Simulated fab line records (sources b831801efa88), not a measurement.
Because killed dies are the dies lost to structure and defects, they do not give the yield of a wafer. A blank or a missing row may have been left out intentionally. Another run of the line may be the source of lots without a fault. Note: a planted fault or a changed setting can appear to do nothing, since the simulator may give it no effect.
Struck lot and sound lot, side by side | flow sky130 | 15 steps out of a route of 708
Sound: these wafers, L371.1, L371.3, L371.5. Wafers struck: L368.1, L368.2, L368.6. The cause is named last.
Each step with rows lists, per side, the tool, then ch with its chambers, then its first start. Under that, the readings that differ: sound wafers | struck wafers | difference of the means | sigmas: that difference in standard deviations of wafers without a fault.
alike: readings whose means differ by less than 2 such deviations, and words and numbers that are the same on both sides. not compared: withheld readings, readings that some wafer has no value for, bounds like >300 that may hide the same value, and numbers for which the record gives no deviation and whose values overlap.
The two part at a step that has a row with sigmas, a row that says differs or no value, or rows on one side only. Numbers that have no deviation but don't overlap get no sigmas and don't part them. A reading missing from all wafers of one side parts the sides only when that side holds two or more wafers.

first, 6 steps without rows for these wafers: SKY_LDD_N_IMPLANT_10; SKY_LDD_N_IMPLANT_11; SKY_LDD_N_IMPLANT_12; SKY_LDD_N_IMPLANT_13; SKY_LDD_N_IMPLANT_14; SKY_LDD_N_IMPLANT_15.
SKY_LDD_N_STRIP_16: strips in O2/N2.
  sound on plasma asher-03 ch 0,1, day 22 12:55; struck on plasma asher-03 ch 0,1, day 21 14:23
  alike: drypump motor current A, oes product au, strip time to endpoint s
  not compared: rf hours counter h
SKY_LDD_N_TW_MEAS_17:
  sound on film metro-02, day 22 13:01; struck on film metro-02, day 21 14:29
  alike: LDD_N_TW
then, 4 steps without rows for these wafers: SKY_LDD_P_DEHYDRATE_00 (time 60 s); SKY_LDD_P_HMDS_01 (prime time 60 s); SKY_LDD_P_COAT_02 (resist thk 1140 nm); SKY_LDD_P_SOFTBAKE_03 (time 60 s).
SKY_LDD_P_EXPOSE_04: exposes mask PSDM, target cd 380 nm.
  sound on iline stepper-01 ch 0, day 23 04:23; struck on iline stepper-02 ch 0, day 22 05:53
  reading                       | sound                | struck            | difference | sigmas
  model.LDD_P.overlay x nm (nm) | -1.117 -1.117 -1.117 | 0.929 0.929 0.929 | +2.046     |
  alike: mask
after that, 1 step had no rows for these wafers: SKY_LDD_P_PEB_05.
-- the record jumps here: 26 days lie between the struck wafers' starts before and after (it left off in module LDD_P and takes up again in module PAD_OPEN, whose first step shown is number 708 of the route) --
SKY_PAD_OPEN_PROBE_99:
  sound on prober-02, day 48 22:48; struck on prober-02, day 48 08:31
  alike: killed_at_M0_to_M3, killed_at_M4_up, killed at contacts, killed at front end, killed at other, killed dies, killed on rim, killed open, killed short

## WHERE THEY PART
Nowhere in this record.

WHY: the cause the simulator had injected
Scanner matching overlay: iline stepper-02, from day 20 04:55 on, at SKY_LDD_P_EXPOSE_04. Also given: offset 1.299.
